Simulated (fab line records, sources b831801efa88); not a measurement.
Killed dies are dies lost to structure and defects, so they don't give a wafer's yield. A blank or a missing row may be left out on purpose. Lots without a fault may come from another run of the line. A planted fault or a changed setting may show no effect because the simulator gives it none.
fab line records | flow sky130
record lots=7 wafers=21 last_day=50
route steps=708 shown FIELD_ISO@1 NWELL@32 PAD_OPEN@708
lots that met no fault: from a run of the same line without faults
start_h: hours from the record's first day to the start of the lot's first wafer shown | wait_h: hours since the lot's step before | " the same as in the row above | L1.1+2: a row that stands for several wafers | - no value, or no start given | * or withheld: withheld | < > ~ a bound
route shown NAME@n: a module of which the file shows steps, and the number in the route of the first | usual: mean/standard deviation of fault-free wafers | same: alike in all rows | chamber/n: place in a boat | sites: the reading at each site | _std_site: their standard deviation | _edge_site: outer sites' mean less inner sites' | radius_mm: how far each site lies from the wafer's centre | mask NAME#n: copy n | behind: the tool/chamber that last shaped the wafer | hold: why the lot was held/for how many hours/how that ended | device: the transistor (n, p or np) that didn't switch | end of line: the same wafers' tests at the end of the route | a step without rows: its recipe alone | killed: dies lost to structure and defects at the first sort, not the wafer's yield | map: a wafer's dies, x killed, . not, _ none there
set.NAME: the setting as run; set.NAME@STEP: as run at that earlier step | model.NAME: the simulator's own value behind a step, which no gauge read
lots at some steps of the route; a table a step, a row a wafer
services: from which hour (start_h, from the record's first day; less than 0 if before it) a tool's chamber was out of use, for how many hours, and why
## steps
# step SKY_FIELD_ISO_BOW_MEAS_00
# recipe mode=bow
# usual INCOMING_BOW=1/6.5
# columns lot.wafer tool chamber start_h wait_h INCOMING_BOW[um]
L303.1 film_metro-04 - 60.00 - 3
L303.2 " - " " -5
L303.4 " - " " -7
L304.4 film_metro-03 - 65.06 - 2
L304.5 " - " " -1
L304.6 " - " " -1
L305.1 film_metro-04 - 70.00 - -3
L305.2 " - " " -10
L305.4 " - " " 13
L308.1 film_metro-03 - 85.00 - -5
L308.3 " - " " 1
L308.6 " - " " 3
L314.4 film_metro-04 - 115.06 - 5
L314.5 " - " " -7
L314.6 " - " " 3
L315.1 film_metro-02 - 120.00 - -3
L315.2 " - " " -3
L315.4 " - " " 3
L316.1 film_metro-03 - 125.00 - -4
L316.4 " - " " -8
L316.5 " - " " 7
# step SKY_FIELD_ISO_OXIDATION_01
# recipe temp_c=900 ambient=O2 stabilise_s=600 purge_s=300 target_thk_a=120 ox_time_s=1843
# step SKY_FIELD_ISO_THK_MEAS_02
# recipe reads=SiO2_of_FIELD_ISO_OXIDATION_01
# usual FIELD_ISO_OXIDATION_00_THK=12.06/0.21
# columns lot.wafer tool chamber start_h wait_h FIELD_ISO_OXIDATION_00_THK[nm]
L303.1 film_metro-03 - 62.77 0.0 11.89
L303.2 " - " " 12.05
L303.4 " - " " 11.94
L304.4 film_metro-04 - 66.66 0.0 12.36
L304.5 " - " " 12.51
L304.6 " - " " 12.37
L305.1 film_metro-03 - 71.63 0.0 12.43
L305.2 " - " " 12.31
L305.4 " - " " 12.51
L308.1 film_metro-03 - 89.37 0.0 12.19
L308.3 " - " " 12.02
L308.6 " - " " 11.99
L314.4 film_metro-04 - 116.66 0.0 11.81
L314.5 " - " " 11.95
L314.6 " - " " 11.80
L315.1 film_metro-03 - 123.48 0.0 11.85
L315.2 " - " " 11.99
L315.4 " - " " 12.26
L316.1 film_metro-02 - 127.21 0.0 12.54
L316.4 " - " " 12.30
L316.5 " - " " 12.46
# step SKY_FIELD_ISO_CVD_03
# recipe material=Si3N4 precursor=DCS/NH3 target_thk_nm=165 temp_c=770 time_s=2830 pressure_mtorr=250
# usual spike_tc_top_C=785.2/1.9
# columns lot.wafer tool chamber start_h wait_h spike_tc_top_C
L303.1 lpcvd-02 1 64.68 1.9 783.0
L303.2 " 1 " " 783.4
L303.4 " 1 " " 782.9
L304.4 lpcvd-02 1 66.69 0.0 783.5
L304.5 " 1 " " 784.8
L304.6 " 1 " " 782.8
L305.1 lpcvd-02 1 71.69 0.1 782.9
L305.2 " 1 " " 785.6
L305.4 " 1 " " 783.0
L308.1 lpcvd-02 0 89.43 0.1 785.1
L308.3 " 0 " " 787.1
L308.6 " 0 " " 788.9
L314.4 lpcvd-02 1 117.12 0.4 784.9
L314.5 " 1 " " 784.4
L314.6 " 1 " " 783.1
L315.1 lpcvd-02 0 123.54 0.1 786.1
L315.2 " 0 " " 786.4
L315.4 " 0 " " 785.4
L316.1 lpcvd-02 0 127.27 0.1 787.7
L316.4 " 0 " " 787.6
L316.5 " 0 " " 787.6
# step SKY_FIELD_ISO_THK_MEAS_04
# recipe reads=Si3N4_of_FIELD_ISO_CVD_03
# usual FIELD_ISO_CVD_03_THK=165.1/1.9
# columns lot.wafer tool chamber start_h wait_h FIELD_ISO_CVD_03_THK[nm]
L303.1 film_metro-02 - 66.47 0.0 165.1
L303.2 " - " " 165.0
L303.4 " - " " 164.5
L304.4 film_metro-03 - 68.51 0.0 166.8
L304.5 " - " " 164.5
L304.6 " - " " 166.2
L305.1 film_metro-04 - 74.37 0.0 165.8
L305.2 " - " " 166.1
L305.4 " - " " 166.8
L308.1 film_metro-03 - 91.21 0.0 163.6
L308.3 " - " " 164.1
L308.6 " - " " 165.1
L314.4 film_metro-04 - 118.94 0.0 169.2
L314.5 " - " " 169.8
L314.6 " - " " 169.3
L315.1 film_metro-04 - 126.22 0.0 168.2
L315.2 " - " " 167.6
L315.4 " - " " 168.4
L316.1 film_metro-04 - 129.95 0.0 165.9
L316.4 " - " " 164.2
L316.5 " - " " 165.5
# step SKY_FIELD_ISO_DEHYDRATE_05
# recipe temp_c=200 time_s=60
# step SKY_FIELD_ISO_HMDS_06
# recipe prime_time_s=60 prime_temp_c=120
# step SKY_FIELD_ISO_COAT_07
# recipe resist=BARC temp_c=withheld time_s=withheld spin_rpm=3000 resist_thk_nm=60
# step SKY_FIELD_ISO_COAT_08
# recipe resist=KrF-thick spin_rpm=3000 resist_thk_nm=450
# step SKY_FIELD_ISO_SOFTBAKE_09
# recipe temp_c=100 time_s=90 resist=KrF-thick
# step SKY_FIELD_ISO_EXPOSE_10
# recipe mask_id=FOM na=0.68 source_shape=annular sigma_inner=0.4 sigma_outer=0.8 target_cd_nm=150 dose_mj=28
# step SKY_FIELD_ISO_PEB_11
# recipe peb_temp_c=withheld peb_time_s=withheld resist=KrF-thick
# step SKY_FIELD_ISO_DEVELOP_12
# recipe develop_time_s=60 resist=KrF-thick dev_temp_c=21
# step SKY_FIELD_ISO_CD_MEAS_13
# recipe target_cd_nm=150
# usual cd_nm=150.0/1.8
# columns lot.wafer tool chamber start_h wait_h cd_nm
L303.1 cd_sem-01 - 82.92 - 151.4
L303.2 " - " " 149.1
L303.4 " - " " 149.7
L304.4 cd_sem-01 - 85.62 - 148.2
L304.5 " - " " 148.7
L304.6 " - " " 148.8
L305.1 cd_sem-02 - 91.61 - 149.1
L305.2 " - " " 148.1
L305.4 " - " " 147.5
L308.1 cd_sem-01 - 108.11 - 152.3
L308.3 " - " " 153.5
L308.6 " - " " 153.1
L314.4 cd_sem-02 - 137.46 - 149.6
L314.5 " - " " 149.5
L314.6 " - " " 150.2
L315.1 cd_sem-02 - 146.06 - 148.1
L315.2 " - " " 148.3
L315.4 " - " " 147.2
L316.1 cd_sem-01 - 148.45 - 150.0
L316.4 " - " " 148.9
L316.5 " - " " 148.0
# step SKY_FIELD_ISO_ETCH_14
# recipe chemistry=N2/H2 target=BARC ion_energy_ev=200 source_w=500 bias_w=100 pressure_mtorr=30 n2_flow_sccm=100 h2_flow_sccm=200 stop_on=SiO2 time_s=45.9 target_depth_a=600
# usual drypump_motor_current_A=5.6/0.48 h2_flow_sccm=199.9/0.65 oes_product_au=0.856/0.0046 throttle_valve_pct=13.225/0.0089
# columns lot.wafer tool chamber start_h wait_h drypump_motor_current_A h2_flow_sccm oes_product_au rf_hours_counter_h throttle_valve_pct
L303.1 rie_diel-02 0 83.04 0.1 5.0 200.1 0.845 120 13.208
L303.2 " 1 " " 6.5 199.5 0.853 165 13.210
L303.4 " 0 " " 4.9 200.3 0.849 - 13.239
L304.4 rie_diel-03 2 85.68 0.0 5.7 200.6 0.849 54 13.229
L304.5 " 2 " " 5.7 200.9 0.857 - 13.217
L304.6 " 3 " " 5.5 199.7 0.856 - 13.239
L305.1 rie_diel-03 3 91.73 0.1 5.5 199.8 0.852 92 13.225
L305.2 " 0 " " 5.4 200.4 0.854 5 13.225
L305.4 " 0 " " 5.3 200.6 0.857 - 13.232
L308.1 rie_diel-02 3 108.23 0.1 4.8 199.3 0.866 3 13.236
L308.3 " 1 " " 6.5 200.9 0.855 166 13.214
L308.6 " 3 " " 4.8 200.5 0.854 - 13.237
L314.4 rie_diel-04 2 137.52 0.0 5.8 200.2 0.866 103 13.223
L314.5 " 3 " " 5.2 200.3 0.854 - 13.220
L314.6 " 0 " " 5.9 200.0 0.860 - 13.232
L315.1 rie_diel-02 0 146.18 0.1 5.0 199.7 0.850 121 13.207
L315.2 " 1 " " 6.4 199.0 0.855 0 13.226
L315.4 " 2 " " 5.8 199.3 0.862 2 13.233
L316.1 rie_diel-04 2 148.57 0.1 5.7 200.9 0.857 103 13.233
L316.4 " 1 " " 5.7 198.7 0.866 57 13.219
L316.5 " 0 " " 5.9 200.2 0.853 - 13.225
# step SKY_FIELD_ISO_ETCH_15
# recipe chemistry=CHF3/O2 target_depth_nm=180 stop_on=Si source_w=600 bias_w=200 pressure_mtorr=40 chf3_flow_sccm=50 O2_flow_sccm=5 time_s=72
# usual drypump_motor_current_A=5.6/0.49 oes_product_au=0.947/0.0078 throttle_valve_pct=8.844/0.0093
# columns lot.wafer tool chamber start_h wait_h drypump_motor_current_A oes_product_au rf_hours_counter_h throttle_valve_pct
L303.1 rie_diel-02 0 83.09 0.0 4.9 0.949 120 8.851
L303.2 " 1 " " 6.5 0.945 165 8.855
L303.4 " 0 " " 4.9 0.952 - 8.849
L304.4 rie_diel-03 2 85.73 0.0 5.7 0.945 54 8.851
L304.5 " 2 " " 5.7 0.952 - 8.833
L304.6 " 3 " " 5.5 0.953 - 8.840
L305.1 rie_diel-03 3 91.78 0.0 5.5 0.950 92 8.840
L305.2 " 0 " " 5.3 0.950 5 8.858
L305.4 " 0 " " 5.3 0.956 - 8.853
L308.1 rie_diel-02 3 108.28 0.0 4.8 0.949 3 8.832
L308.3 " 1 " " 6.5 0.947 166 8.847
L308.6 " 3 " " 4.8 0.942 - 8.841
L314.4 rie_diel-04 2 137.56 0.0 5.7 0.964 103 8.853
L314.5 " 3 " " 5.3 0.964 - 8.854
L314.6 " 0 " " 5.9 0.962 - 8.853
L315.1 rie_diel-02 0 146.23 0.0 4.9 0.949 121 8.855
L315.2 " 1 " " 6.5 0.954 0 8.841
L315.4 " 2 " " 5.8 0.951 2 8.843
L316.1 rie_diel-04 2 148.61 0.0 5.7 0.952 103 8.847
L316.4 " 1 " " 5.7 0.945 57 8.853
L316.5 " 0 " " 5.9 0.944 - 8.843
# step SKY_FIELD_ISO_STRIP_16
# recipe chemistry=O2/N2 power_w=1400 pressure_mtorr=1500 platen_temp_c=withheld o2_flow_sccm=3000 n2_flow_sccm=300 overash_fraction=0.5
# usual drypump_motor_current_A=5.81/0.22 oes_product_au=0.377/0.0048 strip_time_to_endpoint_s=3.55/0.035
# columns lot.wafer tool chamber start_h wait_h drypump_motor_current_A oes_product_au rf_hours_counter_h strip_time_to_endpoint_s
L303.1 plasma_asher-01 0 83.14 0.0 5.62 0.376 39 3.50
L303.2 " 1 " " 5.70 0.368 39 3.55
L303.4 " 0 " " 5.63 0.375 - 3.50
L304.4 plasma_asher-03 0 85.82 0.1 5.64 0.381 - 3.51
L304.5 " 1 " " 6.27 0.380 - 3.50
L304.6 " 0 " " 5.60 0.376 - 3.51
L305.1 plasma_asher-01 1 91.85 0.0 5.69 0.374 40 3.53
L305.2 " 0 " " 5.62 0.385 40 3.54
L305.4 " 1 " " 5.71 0.385 - 3.56
L308.1 plasma_asher-03 0 108.33 0.0 5.60 0.367 31 3.52
L308.3 " 1 " " 6.27 0.380 - 3.56
L308.6 " 1 " " 6.26 0.375 - 3.51
L314.4 plasma_asher-03 0 137.65 0.1 5.60 0.387 - 3.60
L314.5 " 0 " " 5.58 0.373 - 3.55
L314.6 " 1 " " 6.22 0.381 - 3.61
L315.1 plasma_asher-03 0 146.28 0.0 5.57 0.382 35 3.54
L315.2 " 1 " " 6.26 0.379 35 3.60
L315.4 " 0 " " 5.61 0.375 - 3.59
L316.1 plasma_asher-04 1 148.67 0.0 5.94 0.375 3 3.54
L316.4 " 1 " " 5.95 0.374 - 3.50
L316.5 " 0 " " 5.94 0.386 - 3.62
# step SKY_FIELD_ISO_ETCH_17
# recipe target_depth_a=3420 mask_material=Si3N4 chemistry=HBr/Cl2/O2 target=Si taper_deg=5 icp_w=600 bias_w=150 pressure_mtorr=15 HBr_flow_sccm=150 Cl2_flow_sccm=40 O2_flow_sccm=6 time_s=97.7
# usual drypump_motor_current_A=5.8/0.54 oes_product_au=0.994/0.0099 throttle_valve_pct=25.660/0.011
# columns lot.wafer tool chamber start_h wait_h drypump_motor_current_A oes_product_au rf_hours_counter_h throttle_valve_pct
L303.1 rie_si-01 1 83.24 0.1 5.7 1.011 39 25.643
L303.2 " 0 " " 5.5 0.995 34 25.645
L303.4 " 2 " " 5.6 0.992 70 25.676
L304.4 rie_si-02 3 85.92 0.1 6.0 0.987 - 25.673
L304.5 " 1 " " 6.4 0.992 - 25.664
L304.6 " 2 " " 4.8 0.992 - 25.640
L305.1 rie_si-01 1 91.95 0.1 5.8 1.006 39 25.647
L305.2 " 2 " " 5.6 0.994 70 25.650
L305.4 " 3 " " 6.4 1.022 51 25.644
L308.1 rie_si-02 2 108.43 0.1 4.8 0.995 56 25.650
L308.3 " 0 " " 5.5 0.979 66 25.674
L308.6 " 1 " " 6.4 0.995 - 25.660
L314.4 rie_si-02 0 137.72 0.0 5.5 0.988 66 25.665
L314.5 " 0 " " 5.5 0.974 - 25.667
L314.6 " 1 " " 6.5 0.995 - 25.649
L315.1 rie_si-02 3 146.38 0.1 6.0 0.975 70 25.661
L315.2 " 1 " " 6.4 0.994 63 25.652
L315.4 " 0 " " 5.5 0.977 66 25.685
L316.1 rie_si-01 3 148.77 0.1 6.4 1.012 52 25.640
L316.4 " 2 " " 5.6 1.007 70 25.662
L316.5 " 0 " " 5.4 0.993 - 25.664
# step SKY_FIELD_ISO_WET_ETCH_18
# recipe chemistry=H3PO4 target_depth_nm=25 temp_c=160 target=Si3N4 time_s=286
# step SKY_FIELD_ISO_CLEAN_19
# recipe chemistry=SC1/SC2 mix=1:4:20 temp_c=70 time_s=150
# step SKY_FIELD_ISO_CLEAN_20
# recipe chemistry=dHF time_s=20 dilution=100:1
# step SKY_FIELD_ISO_WET_ETCH_21
# recipe chemistry=dHF dilution=100:1 target_depth_nm=20 dry=ipa_marangoni target=SiO2 temp_c=25 time_s=400
# step SKY_FIELD_ISO_OXIDATION_22
# recipe temp_c=950 ambient=O2 stabilise_s=600 purge_s=300 target_thk_a=100 ox_time_s=623
# step SKY_FIELD_ISO_THK_MEAS_23
# recipe reads=SiO2_of_FIELD_ISO_OXIDATION_22
# usual FIELD_ISO_OXIDATION_01_THK=9.97/0.15
# columns lot.wafer tool chamber start_h wait_h FIELD_ISO_OXIDATION_01_THK[nm]
L303.1 film_metro-03 - 84.85 0.0 10.10
L303.2 " - " " 10.24
L303.4 " - " " 10.28
L304.4 film_metro-03 - 90.57 0.0 9.73
L304.5 " - " " 9.96
L304.6 " - " " 9.89
L305.1 film_metro-02 - 94.41 0.0 9.77
L305.2 " - " " 10.15
L305.4 " - " " 9.92
L308.1 film_metro-04 - 109.96 0.0 9.94
L308.3 " - " " 9.90
L308.6 " - " " 9.63
L314.4 film_metro-02 - 141.90 0.0 10.21
L314.5 " - " " 10.22
L314.6 " - " " 10.20
L315.1 film_metro-02 - 153.29 0.0 9.91
L315.2 " - " " 9.88
L315.4 " - " " 9.85
L316.1 film_metro-04 - 153.29 0.0 9.69
L316.4 " - " " 9.99
L316.5 " - " " 9.93
# step SKY_FIELD_ISO_CVD_24
# recipe material=SiO2 target_thk_nm=595 temp_c=650 sigma_open_frac=0.3 time_s=99.2 sih4_flow_sccm=60 pressure_mtorr=6
# step SKY_FIELD_ISO_THK_MEAS_25
# recipe reads=SiO2_of_FIELD_ISO_CVD_24
# usual FIELD_ISO_CVD_24_THK=594/6.1
# columns lot.wafer tool chamber start_h wait_h FIELD_ISO_CVD_24_THK[nm]
L303.1 film_metro-04 - 84.99 0.0 591
L303.2 " - " " 602
L303.4 " - " " 605
L304.4 film_metro-02 - 90.70 0.0 597
L304.5 " - " " 584
L304.6 " - " " 593
L305.1 film_metro-03 - 94.54 0.0 601
L305.2 " - " " 592
L305.4 " - " " 596
L308.1 film_metro-04 - 110.09 0.0 587
L308.3 " - " " 600
L308.6 " - " " 593
L314.4 film_metro-03 - 142.03 0.0 593
L314.5 " - " " 593
L314.6 " - " " 601
L315.1 film_metro-03 - 153.42 0.0 596
L315.2 " - " " 601
L315.4 " - " " 601
L316.1 film_metro-04 - 153.42 0.0 601
L316.4 " - " " 596
L316.5 " - " " 598
# step SKY_FIELD_ISO_ANNEAL_26
# recipe temp_c=1000 time_s=1800 ambient=N2
# step SKY_FIELD_ISO_CMP_27
# recipe stop_on=Si3N4 t_overpolish_s=16 down_force_psi=4 platen_rpm=60 target_thk_nm=457.8 pad_velocity_m_s=0.94248
# usual motor_current_A=11.9/1 overpolish_run_s=16.000/0.0092 retaining_ring_pressure_frac=0.999/0.0043 time_to_endpoint_s=109/3.7
# columns lot.wafer tool chamber start_h wait_h motor_current_A overpolish_run_s retaining_ring_pressure_frac time_to_endpoint_s
L303.1 cmp-02 2 87.90 0.1 11.7 15.991 0.999 105
L303.4 " 3 " " 12.5 15.996 0.996 108
L303.2 " 0 " " 12.9 16.008 0.992 110
L304.4 cmp-02 2 93.58 0.1 11.4 16.000 1.004 106
L304.5 " 3 " " 12.9 15.974 1.001 106
L304.6 " 0 " " 13.6 16.003 1.001 109
L305.4 cmp-02 1 96.64 0.0 11.2 16.007 0.997 116
L305.1 " 2 " " 11.1 15.994 1.000 107
L305.2 " 3 " " 12.9 15.995 0.999 108
L308.3 cmp-02 3 112.20 0.0 12.2 15.994 0.995 111
L308.1 " 1 " " 11.1 16.000 1.001 115
L308.6 " 0 " " 13.5 15.993 0.998 107
L314.4 cmp-01 1 150.73 0.1 12.2 16.004 1.000 111
L314.6 " 2 " " 13.2 16.011 1.003 106
L314.5 " 3 " " 10.3 16.001 0.992 108
L316.1 cmp-01 0 160.45 0.0 9.9 15.998 0.997 113
L316.4 " 2 " " 13.1 15.989 0.993 109
L316.5 " 0 " " 11.0 15.997 1.008 110
L315.4 cmp-02 3 160.50 0.1 12.5 16.002 1.010 109
L315.2 " 0 " " 13.1 16.007 1.001 114
L315.1 " 1 " " 11.2 15.994 0.996 116
# step SKY_FIELD_ISO_WET_ETCH_28
# recipe chemistry=dHF target_depth_nm=23.7 target=SiO2 dilution=10:1 temp_c=25 time_s=47
# step SKY_FIELD_ISO_WET_ETCH_29
# recipe chemistry=H3PO4 target_depth_nm=160 target=Si3N4 temp_c=160 time_s=1825
# step SKY_FIELD_ISO_WET_ETCH_30
# recipe chemistry=dHF target_depth_nm=25 target=SiO2 dilution=10:1 temp_c=25 time_s=50
# step SKY_NWELL_CLEAN_00
# recipe chemistry=SC1/SC2 mix=1:4:20 temp_c=70 time_s=150 dry=n2_spin
# step SKY_NWELL_OXIDATION_01
# recipe temp_c=900 ambient=O2 stabilise_s=600 purge_s=300 target_thk_a=100 ox_time_s=1418
# step SKY_PAD_OPEN_PROBE_99
# usual killed_at_M0_to_M3=43/7.7 killed_at_M4_up=2.9/1.9 killed_at_contacts=24/5.9 killed_at_front_end=16/5.1 killed_at_other=0.3/0.63 killed_dies=86/10 killed_open=47/7.6 killed_short=39/6.8
# same gross_dies=492 killed_at_back_side=0
# columns lot.wafer tool chamber start_h wait_h killed_at_M0_to_M3 killed_at_M4_up killed_at_contacts killed_at_front_end killed_at_other killed_dies killed_open killed_short
L303.1 prober-01 - 1134.89 0.1 53 2 34 23 0 112 68 42
L303.2 prober-01 - 1134.94 0.1 42 1 34 23 0 100 56 44
L303.4 prober-01 - 1135.04 0.2 41 2 23 11 0 77 49 28
L305.1 prober-01 - 1145.66 0.1 46 2 17 23 3 91 59 31
L305.2 prober-01 - 1145.71 0.1 42 5 25 18 0 90 46 43
L305.4 prober-01 - 1145.81 0.2 45 4 24 18 1 92 50 41
L308.1 prober-02 - 1155.33 0.1 46 3 24 8 1 82 38 44
L308.3 prober-02 - 1155.43 0.2 51 8 35 17 0 111 59 52
L308.6 prober-02 - 1155.58 0.2 43 5 29 11 0 88 47 41
L314.4 prober-02 - 1194.45 0.2 39 5 16 63 0 123 34 41
L314.5 prober-02 - 1194.50 0.2 31 3 19 66 0 119 41 33
L314.6 prober-02 - 1194.55 0.2 35 1 17 61 0 114 39 26
L316.1 prober-01 - 1198.57 0.1 34 1 28 48 1 112 40 39
L316.4 prober-01 - 1198.72 0.2 36 6 25 49 0 116 43 44
L316.5 prober-01 - 1198.77 0.2 42 3 24 39 0 108 49 29
L315.1 prober-02 - 1203.06 0.1 40 2 30 42 0 114 47 40
L315.2 prober-02 - 1203.11 0.1 48 7 14 45 2 116 41 45
L315.4 prober-02 - 1203.21 0.2 34 2 25 40 0 101 38 33
# killed by level:class
L303.1 CONTACT:geometric_particle:open=16 LI_CONTACT:geometric_particle:open=11 VIA1:geometric_particle:open=11 POLY_GATE:geometric_particle:short=8 VIA2:geometric_particle:open=8 POLY_GATE:geometric_particle:open=6 METAL1:geometric_particle:short=6 VIA2:geometric_particle:short=5
L303.2 CONTACT:geometric_particle:open=12 VIA1:geometric_particle:open=11 LI_CONTACT:geometric_particle:open=10 POLY_GATE:geometric_particle:short=9 VIA3:geometric_particle:open=9 FIELD_ISO:geometric_particle:open=5 METAL2:geometric_particle:short=5 LI_CONTACT:geometric_particle:short=4
L303.4 VIA1:geometric_particle:open=12 CONTACT:geometric_particle:open=9 VIA3:geometric_particle:open=6 LI_CONTACT:geometric_particle:open=5 CONTACT:geometric_particle:short=5 VIA2:geometric_particle:open=5 POLY_GATE:geometric_particle:short=4 METAL2:geometric_particle:short=4
L305.1 VIA2:geometric_particle:open=13 VIA3:geometric_particle:open=10 FIELD_ISO:geometric_particle:open=9 VIA1:geometric_particle:open=9 CONTACT:geometric_particle:open=5 LOCAL_INTERCONNECT:geometric_particle:short=4 FIELD_ISO:geometric_particle:short=3 POLY_GATE:geometric_particle:short=3
L305.2 LI_CONTACT:geometric_particle:open=9 METAL2:geometric_particle:short=8 VIA3:geometric_particle:open=8 CONTACT:geometric_particle:open=6 POLY_GATE:geometric_particle:short=6 VIA1:geometric_particle:open=6 CONTACT:geometric_particle:short=5 VIA3:geometric_particle:short=4
L305.4 VIA2:geometric_particle:open=13 LI_CONTACT:geometric_particle:open=9 FIELD_ISO:geometric_particle:short=7 METAL1:geometric_particle:short=7 VIA1:geometric_particle:open=7 CONTACT:geometric_particle:open=6 VIA3:geometric_particle:open=5 POLY_GATE:geometric_particle:open=4
L308.1 VIA1:geometric_particle:open=7 VIA2:geometric_particle:open=7 CONTACT:geometric_particle:open=7 VIA2:geometric_particle:short=7 METAL2:geometric_particle:short=5 VIA3:geometric_particle:open=5 LI_CONTACT:geometric_particle:short=4 LI_CONTACT:geometric_particle:open=4
L308.3 CONTACT:geometric_particle:open=15 VIA1:geometric_particle:open=13 CONTACT:geometric_particle:short=9 VIA2:geometric_particle:open=7 VIA3:geometric_particle:open=7 METAL4:geometric_particle:short=7 FIELD_ISO:geometric_particle:open=5 VIA1:geometric_particle:short=5
L308.6 VIA1:geometric_particle:open=11 LI_CONTACT:geometric_particle:open=9 CONTACT:geometric_particle:open=8 VIA2:geometric_particle:open=6 CONTACT:geometric_particle:short=5 FIELD_ISO:geometric_particle:short=4 LOCAL_INTERCONNECT:geometric_particle:short=4 METAL2:geometric_particle:short=4
L314.4 FIELD_ISO:unspecified=48 VIA1:geometric_particle:open=10 METAL2:geometric_particle:short=7 FIELD_ISO:geometric_particle:short=5 VIA3:geometric_particle:open=5 POLY_GATE:geometric_particle:short=4 LI_CONTACT:geometric_particle:open=4 VIA1:geometric_particle:short=4
L314.5 FIELD_ISO:unspecified=45 VIA2:geometric_particle:open=6 FIELD_ISO:geometric_particle:open=5 METAL2:geometric_particle:short=5 FIELD_ISO:geometric_particle:short=4 CONTACT:geometric_particle:open=4 LOCAL_INTERCONNECT:geometric_particle:short=4 CONTACT:geometric_particle:short=4
L314.6 FIELD_ISO:unspecified=49 CONTACT:geometric_particle:open=7 VIA2:geometric_particle:open=7 VIA1:geometric_particle:open=6 LI_CONTACT:geometric_particle:open=4 METAL2:geometric_particle:short=4 VIA3:geometric_particle:open=4 SPACER:geometric_particle:short=3
L316.1 FIELD_ISO:unspecified=31 VIA1:geometric_particle:open=10 LI_CONTACT:geometric_particle:open=8 CONTACT:geometric_particle:short=5 LI_CONTACT:geometric_particle:short=5 LOCAL_INTERCONNECT:geometric_particle:short=5 CONTACT:geometric_particle:open=5 METAL1:geometric_particle:short=5
L316.4 FIELD_ISO:unspecified=28 VIA1:geometric_particle:open=10 CONTACT:geometric_particle:open=10 FIELD_ISO:geometric_particle:open=6 VIA1:geometric_particle:short=6 METAL2:geometric_particle:short=6 FIELD_ISO:geometric_particle:short=4 VIA3:geometric_particle:open=4
L316.5 FIELD_ISO:unspecified=29 CONTACT:geometric_particle:open=13 VIA1:geometric_particle:open=10 LI_CONTACT:geometric_particle:open=6 METAL1:geometric_particle:short=6 VIA3:geometric_particle:open=6 POLY_GATE:geometric_particle:open=5 VIA2:geometric_particle:open=4
L315.1 FIELD_ISO:unspecified=27 CONTACT:geometric_particle:open=18 METAL2:geometric_particle:short=8 VIA2:geometric_particle:open=8 VIA1:geometric_particle:short=5 POLY_GATE:geometric_particle:open=4 LI_CONTACT:geometric_particle:short=4 VIA1:geometric_particle:open=4
L315.2 FIELD_ISO:unspecified=30 VIA1:geometric_particle:open=12 VIA1:geometric_particle:short=9 VIA2:geometric_particle:open=8 METAL4:geometric_particle:short=7 POLY_GATE:geometric_particle:short=5 VIA3:geometric_particle:open=5 VIA3:geometric_particle:short=5
L315.4 FIELD_ISO:unspecified=30 CONTACT:geometric_particle:open=9 METAL2:geometric_particle:short=7 LI_CONTACT:geometric_particle:short=6 VIA1:geometric_particle:open=6 VIA3:geometric_particle:open=6 POLY_GATE:geometric_particle:short=4 LI_CONTACT:geometric_particle:open=4
# map L314.4 (x killed, . not)
__________..x.....xx_________
________.....x........_______
______x...x.....x.x....._____
_____............x....x..____
____.x..x......x...x......___
___......x.....x........x.x__
__.x.....x..x........x...x.._
_x....x.xx....x.x.x.x........
_...x...x........xxx..x.x....
_.........x....xxxxxxxxx....x
_...............xxxxxxxxx....
_x.............xxxxxxxxx..x..
_..x.......x.x.xxxxxxxxx...x.
_..........x.x.xx.xxxxx......
_...............xxxxx........
__...x.....xxxx..x.x.x.....x_
___....xx..x...x......x....__
____.x........xx..x...x...___
_____.x..x........x....x.____
______..xx.............._____
________.x.x.........._______
__________.........._________
# map L315.2 (x killed, . not)
__________..x......._________
________x............x_______
______..x..............._____
_____x...............x...____
____xx............xxxxxx..___
___.....x.x....x....xx....x__
__.....x........x..x........_
_.x.........x.....x...x....x.
_....x......x....x..x....x...
_...................x..x.....
_...x.xx..xx...x.............
_...xx.........x..........xxx
_.x....x............x....xxxx
_.x.x.....x.x.x...x...xxxxxxx
_.......x.x...x.......x.xxxxx
__..x..x.xx.x.xx......xxxxxx_
___............x..x...xxxxx__
____.x.x..xxx.........xxxx___
_____...x....x.xx....x..x____
______.x..........xx...._____
________............x._______
__________.....x...._________
## services
# columns tool chamber start_h hours kind
rie_si-01 - 53.06 2.8 pm
cmp-01 - 64.00 4.0 pm
plasma_asher-04 - 67.13 30.5 repair
cmp-01 - 68.00 - consumable_replace:conditioner
cmp-01 - 68.00 - consumable_replace:pad
rie_diel-02 2 75.84 26.5 repair
rie_si-02 0 84.28 4.0 repair
rie_diel-02 1 85.87 7.2 repair
rie_diel-03 2 91.33 8.7 repair
rie_diel-02 0 94.74 20.7 repair
cmp-02 - 103.23 2.3 repair
cmp-02 - 103.65 2.4 repair
plasma_asher-04 - 108.75 9.0 pm
plasma_asher-04 0 108.75 9.0 vent_cycle
plasma_asher-04 1 108.75 9.0 vent_cycle
rie_diel-04 1 111.76 5.5 repair
rie_diel-02 1 115.43 - clean
rie_diel-02 1 115.43 19.4 scheduled_down
rie_diel-02 1 115.43 19.4 vent_cycle
plasma_asher-04 0 117.75 - clean
rie_diel-04 1 120.99 7.2 repair
cmp-01 - 127.34 4.0 pm
rie_si-01 1 131.73 6.1 repair
cmp-02 - 158.88 0.4 repair
## key
first_sign step=SKY_PAD_OPEN_PROBE_99 reading=killed_at_front_end direction=up sigmas=6.8 usual=16 struck=50
effect step=SKY_PAD_OPEN_PROBE_99 reading=killed_dies direction=up sigmas=2.7 usual=86 struck=114
met_at SKY_FIELD_ISO_CVD_03
struck_wafers L314.4,L314.5,L314.6,L315.1,L315.2,L315.4,L316.1,L316.4,L316.5
tester_left_out L314,L315,L316
onset_between 89.43 117.12
also_fits time
fault kind=chamber_particle_source tool=lpcvd-02 chamber=- onset_h=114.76 steps=SKY_FIELD_ISO_CVD_03 rate_per_visit_cm2=0.55944 end_h=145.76
# tester_left_out: of these lots the tester's yield and bins aren't shown, on N5 and GAA mostly nor the transistor test; their killed dies are dies lost to structure and defects alone, not to doping, threshold or leakage, so they don't give the yield
